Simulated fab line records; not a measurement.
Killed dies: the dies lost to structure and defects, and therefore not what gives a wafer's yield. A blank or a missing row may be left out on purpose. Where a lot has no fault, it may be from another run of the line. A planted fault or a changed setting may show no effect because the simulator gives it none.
What tool caused it? ; flow sky130 ; 7 lots (21 wafers sampled), 1 step of a 708-step route

== WHAT EACH GAUGE READ, for each wafer ==
SKY_FIELD_ISO_THK_MEAS_23.
lot;measured;on;FIELD_ISO_OXIDATION_01_THK (nm)
L291;day 3 16:01;film metro-03;9.85 9.72 9.70
L293;day 4 00:49;film metro-03;9.96 9.95 9.98
L296;day 4 16:59;film metro-04;9.92 10.23 10.14
L300;day 5 13:06;film metro-04;9.96 10.23 10.03
L302;day 5 22:56;film metro-04;9.95 9.83 9.96
L305;day 6 15:03;film metro-03;9.88 9.65 9.73
L307;day 7 01:04;film metro-01;10.17 10.18 10.10

== WHICH TOOL RAN EACH LOT (tool, then ch and the chambers of the sampled wafers, then the start) ==
The record holds no process step before these readings.

== THE ANSWER, worked out from the rows above alone ==
Rule: usual is defined by the lots themselves. Put in order of their means at a reading, lots are off if they are a third of the lots or fewer, leave a main group of 4 or more, and stand apart from it by a gap of 3 or more times the standard deviation of the main group's means; of several such gaps the widest counts. If all means in a main group match to the digits the tables above print for the reading, that group is not used. A lot without any number at a reading at which 4 lots or more have one is off too. The other lots that the step has rows for count as sound.
No lot is off at any reading shown: from this, nothing can be told.

== WHAT THE SIMULATOR HAD PUT IN ==
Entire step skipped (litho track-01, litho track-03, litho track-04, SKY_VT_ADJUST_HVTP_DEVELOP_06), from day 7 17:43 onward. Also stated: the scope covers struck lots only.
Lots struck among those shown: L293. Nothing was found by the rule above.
